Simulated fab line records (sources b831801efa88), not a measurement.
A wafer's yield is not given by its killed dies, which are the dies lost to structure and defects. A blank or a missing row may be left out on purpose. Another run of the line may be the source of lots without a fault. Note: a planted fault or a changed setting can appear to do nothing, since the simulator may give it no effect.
fab line records ; flow sky130
record lots=7; wafers=21; last-day=50
route steps=708 shown CAPM@549 METAL3@555
lots with no fault: from the same line, run without faults
start-h: the number of hours between the record's first day and the start of the first shown wafer of the lot ; wait-h: how many hours have passed since the lot's step before this one ; " repeats the value in the row above ; L1.1+2: a single row standing in for several wafers ; - value missing, or start not given ; * or withheld: withheld ; < > ~ a bound
route shown NAME@n: names a module that has steps shown in the file, with the first one's number in the route ; usual: mean/standard deviation of fault-free wafers ; same: alike in all rows ; chamber/n: place in a boat ; sites: the reading at each site ; _std_site: the standard deviation of these ; _edge_site: outer sites' mean less inner sites' ; radius-mm: for every site, how far away it sits from the centre of the wafer ; mask NAME#n: copy n ; behind: the tool/chamber that last shaped the wafer ; hold: why the lot was held/for how many hours/how that ended ; device: the n, p or np transistor that did not switch ; end of line: the tests these same wafers got at the end of their route ; a step with no rows: only its recipe ; killed: count of dies lost to structure and defects at first sort (not the wafer's yield) ; map: the dies of a wafer, with x for killed, . for not killed, _ for no die there
set.NAME: the setting the step ran with; set.NAME@STEP: the setting that earlier step ran with ; model.NAME: the simulator's own value behind a step, which no gauge read
certain route steps with their lots: each step a table, each wafer a row
services: a tool's chamber out of use, with start hour (start-h, from the record's first day; less than 0 if before it), hours out, and reason
## steps
# step SKY_CAPM_OVL_MEAS_12
# usual CAPM_OVL=-0.3/1.5
lot.wafer;tool;chamber;start-h;wait-h;CAPM_OVL[nm]
L380.1;overlay-01;-;895.51;0.1;-2.0
L380.3;overlay-01;-;895.51;0.1;-3.0
L380.5;overlay-01;-;895.51;0.1;-2.0
L382.1;overlay-01;-;930.09;0.1;1.2
L382.2;overlay-01;-;930.09;0.1;-0.2
L382.6;overlay-01;-;930.09;0.1;1.5
L381.2;overlay-01;-;930.99;0.1;0.7
L381.3;overlay-01;-;930.99;0.1;-0.1
L381.4;overlay-01;-;930.99;0.1;-1.8
L384.1;overlay-01;-;936.76;0.1;-2.5
L384.4;overlay-01;-;936.76;0.1;-4.0
L384.6;overlay-01;-;936.76;0.1;-1.3
L385.3;overlay-01;-;943.87;0.1;-1.2
L385.4;overlay-01;-;943.87;0.1;0.2
L385.6;overlay-01;-;943.87;0.1;-1.0
L396.1;overlay-01;-;1016.89;0.1;0.6
L396.2;overlay-01;-;1016.89;0.1;1.0
L396.4;overlay-01;-;1016.89;0.1;0.7
L398.1;overlay-01;-;1032.89;0.1;-1.5
L398.3;overlay-01;-;1032.89;0.1;-1.3
L398.6;overlay-01;-;1032.89;0.1;0.5
# step SKY_CAPM_METAL_ETCH_13
# recipe target-depth-nm=220; stop-on=SiO2; chemistry=Cl2/BCl3; target=TiN; pressure-mtorr=10; icp-w=900; bias-w=48.5; Cl2_flow_sccm=60; bcl3-flow-sccm=30; time-s=62.9
# usual drypump-motor-current-A=5.8/0.4; oes-product-au=0.937/0.0071; rf-fwd-power-W=894/3; throttle-valve-pct=21.904/0.0086
lot.wafer;tool;chamber;start-h;wait-h;drypump-motor-current-A;oes-product-au;rf-fwd-power-W;rf-hours-counter-h;throttle-valve-pct
L380.1;rie-metal-01;1;895.54;0.0;5.9;0.943;898;14;21.912
L380.3;rie-metal-01;1;895.54;0.0;5.9;0.938;899;-;21.912
L380.5;rie-metal-01;1;895.54;0.0;5.9;0.943;897;-;21.906
L382.1;rie-metal-04;0;930.12;0.0;5.9;0.944;896;2;21.901
L382.2;rie-metal-04;1;930.12;0.0;6.3;0.952;889;5;21.898
L382.6;rie-metal-04;0;930.12;0.0;5.9;0.932;897;-;21.910
L381.2;rie-metal-01;1;931.02;0.0;5.9;0.935;898;15;21.921
L381.3;rie-metal-01;1;931.02;0.0;5.9;0.936;893;-;21.904
L381.4;rie-metal-01;0;931.02;0.0;5.2;0.936;892;-;21.921
L384.1;rie-metal-04;0;936.80;0.0;5.9;0.939;893;2;21.923
L384.4;rie-metal-04;0;936.80;0.0;5.9;0.934;900;-;21.906
L384.6;rie-metal-04;1;936.80;0.0;6.3;0.937;896;-;21.907
L385.3;rie-metal-01;0;943.92;0.0;5.2;0.941;894;-;21.906
L385.4;rie-metal-01;1;943.92;0.0;5.9;0.934;899;-;21.907
L385.6;rie-metal-01;1;943.92;0.0;5.9;0.942;897;-;21.902
L396.1;rie-metal-01;0;1016.92;0.0;5.2;0.945;892;15;21.898
L396.2;rie-metal-01;1;1016.92;0.0;5.9;0.949;898;19;21.904
L396.4;rie-metal-01;1;1016.92;0.0;5.9;0.945;899;-;21.900
L398.1;rie-metal-01;0;1032.93;0.0;5.2;0.943;892;16;21.897
L398.3;rie-metal-01;0;1032.93;0.0;5.2;0.938;890;-;21.896
L398.6;rie-metal-01;1;1032.93;0.0;5.9;0.943;894;-;21.919
# step SKY_CAPM_STRIP_14
# recipe chemistry=O2/N2; power-w=1400; pressure-mtorr=1500; platen-temp-c=withheld; o2-flow-sccm=3000; n2-flow-sccm=300; overash-fraction=0.5
# usual drypump-motor-current-A=5.8/0.47; oes-product-au=0.711/0.0045; strip-time-to-endpoint-s=12.68/0.045
lot.wafer;tool;chamber;start-h;wait-h;drypump-motor-current-A;oes-product-au;rf-hours-counter-h;strip-time-to-endpoint-s
L380.1;plasma-asher-01;1;895.62;0.1;6.3;0.709;110;12.69
L380.3;plasma-asher-01;0;895.62;0.1;6.2;0.714;-;12.71
L380.5;plasma-asher-01;0;895.62;0.1;6.2;0.710;-;12.74
L382.1;plasma-asher-03;0;930.20;0.1;5.9;0.714;77;12.69
L382.2;plasma-asher-03;1;930.20;0.1;5.7;0.710;77;12.70
L382.6;plasma-asher-03;1;930.20;0.1;5.7;0.709;-;12.66
L381.2;plasma-asher-02;0;931.10;0.1;4.9;0.714;51;12.63
L381.3;plasma-asher-02;1;931.10;0.1;5.7;0.712;-;12.70
L381.4;plasma-asher-02;0;931.10;0.1;4.9;0.706;-;12.72
L384.1;plasma-asher-02;1;936.88;0.1;5.7;0.716;51;12.64
L384.4;plasma-asher-02;0;936.88;0.1;4.9;0.703;-;12.69
L384.6;plasma-asher-02;0;936.88;0.1;4.8;0.709;-;12.69
L385.3;plasma-asher-01;1;944.00;0.1;6.3;0.707;-;12.70
L385.4;plasma-asher-01;0;944.00;0.1;6.2;0.715;-;12.64
L385.6;plasma-asher-01;0;944.00;0.1;6.2;0.716;-;12.67
L396.1;plasma-asher-03;1;1017.00;0.1;5.7;0.710;85;12.72
L396.2;plasma-asher-03;0;1017.00;0.1;6.0;0.706;85;12.67
L396.4;plasma-asher-03;1;1017.00;0.1;5.7;0.703;-;12.68
L398.1;plasma-asher-01;0;1033.00;0.1;6.2;0.711;123;12.72
L398.3;plasma-asher-01;1;1033.00;0.1;6.3;0.717;-;12.70
L398.6;plasma-asher-01;1;1033.00;0.1;6.3;0.711;-;12.60
# step SKY_CAPM_STRIP_15
# recipe chemistry=post-etch-residue-remover; time-s=1200; temp-c=72.5
# step SKY_CAPM_CLEAN_16
# recipe chemistry=IPA; time-s=180; temp-c=25
# step SKY_CAPM_CLEAN_17
# recipe chemistry=O3/DIW; dry=n2-spin
# step SKY_METAL3_DEHYDRATE_05
# recipe temp-c=200; time-s=60
# step SKY_METAL3_HMDS_06
# recipe prime-time-s=60; prime-temp-c=120
# step SKY_METAL3_COAT_07
# recipe resist=BARC; temp-c=withheld; time-s=withheld; spin-rpm=3000; resist-thk-nm=60
# step SKY_METAL3_COAT_08
# recipe resist=KrF-thick; spin-rpm=3000; resist-thk-nm=1140
# step SKY_METAL3_SOFTBAKE_09
# recipe temp-c=100; time-s=90; resist=KrF-thick
# step SKY_METAL3_EXPOSE_10
# recipe mask-id=MM3; na=0.68; source-shape=annular; sigma-inner=0.4; sigma-outer=0.8; target-cd-nm=300; dose-mj=28
# step SKY_METAL3_PEB_11
# recipe peb-temp-c=withheld; peb-time-s=withheld; resist=KrF-thick
# usual chill-plate-temp-C=*; exhaust-pa=45.3/0.86
lot.wafer;tool;chamber;start-h;wait-h;chill-plate-temp-C;exhaust-pa
L380.1;litho-track-04;0;920;-;*;44.2
L380.3;litho-track-04;0;920;-;*;44.8
L380.5;litho-track-04;0;920;-;*;44.4
L382.1;litho-track-01;-;954;-;-;-
L382.2;litho-track-01;-;954;-;-;-
L382.6;litho-track-01;-;955;-;-;-
L381.2;litho-track-01;-;955;-;-;-
L381.3;litho-track-01;-;955;-;-;-
L381.4;litho-track-01;-;955;-;-;-
L384.1;litho-track-04;-;961;-;-;-
L384.4;litho-track-04;-;961;-;-;-
L384.6;litho-track-04;-;961;-;-;-
L385.3;litho-track-04;0;967;-;*;44.7
L385.4;litho-track-04;0;967;-;*;44.9
L385.6;litho-track-04;0;968;-;*;44.2
L396.1;litho-track-04;0;1039;-;*;44.0
L396.2;litho-track-04;0;1039;-;*;43.2
L396.4;litho-track-04;0;1039;-;*;43.6
L398.1;litho-track-03;0;1054;-;*;45.3
L398.3;litho-track-03;0;1054;-;*;45.2
L398.6;litho-track-03;0;1054;-;*;46.2
# step SKY_METAL3_DEVELOP_12
# recipe develop-time-s=60; resist=KrF-thick; dev-temp-c=21
## services
tool;chamber;start-h;hours;kind
plasma-asher-01;-;957.25;1.2;repair
plasma-asher-01;-;968.18;7.1;repair
plasma-asher-03;-;986.46;5.3;repair
plasma-asher-03;-;1011.52;2.3;repair
## key
first-sign step=SKY_METAL3_PEB_11; reading=tool-record; direction=missing
effect none on later readings
met-at SKY_METAL3_PEB_11
struck-wafers L381.2,L381.3,L381.4,L382.1,L382.2,L382.6,L384.1,L384.4,L384.6
later-rows-left-out L381.2,L381.3,L381.4,L382.1,L382.2,L382.6,L384.1,L384.4,L384.6
sort-left-out L381.2,L381.3,L381.4,L382.1,L382.2,L382.6,L384.1,L384.4,L384.6
onset-between 920 954
fault kind=skipped-step-whole; tool=litho-track-01,litho-track-04; chamber=-; onset-h=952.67; steps=SKY_METAL3_PEB_11; scope=struck-lots-only
# sort-left-out: the simulated sort isn't trusted on such a fault, so these wafers' sort isn't shown, and their yield isn't known
# later-rows-left-out: the simulator's readings of these wafers behind a module that went badly wrong aren't trusted and aren't shown, but for the sort
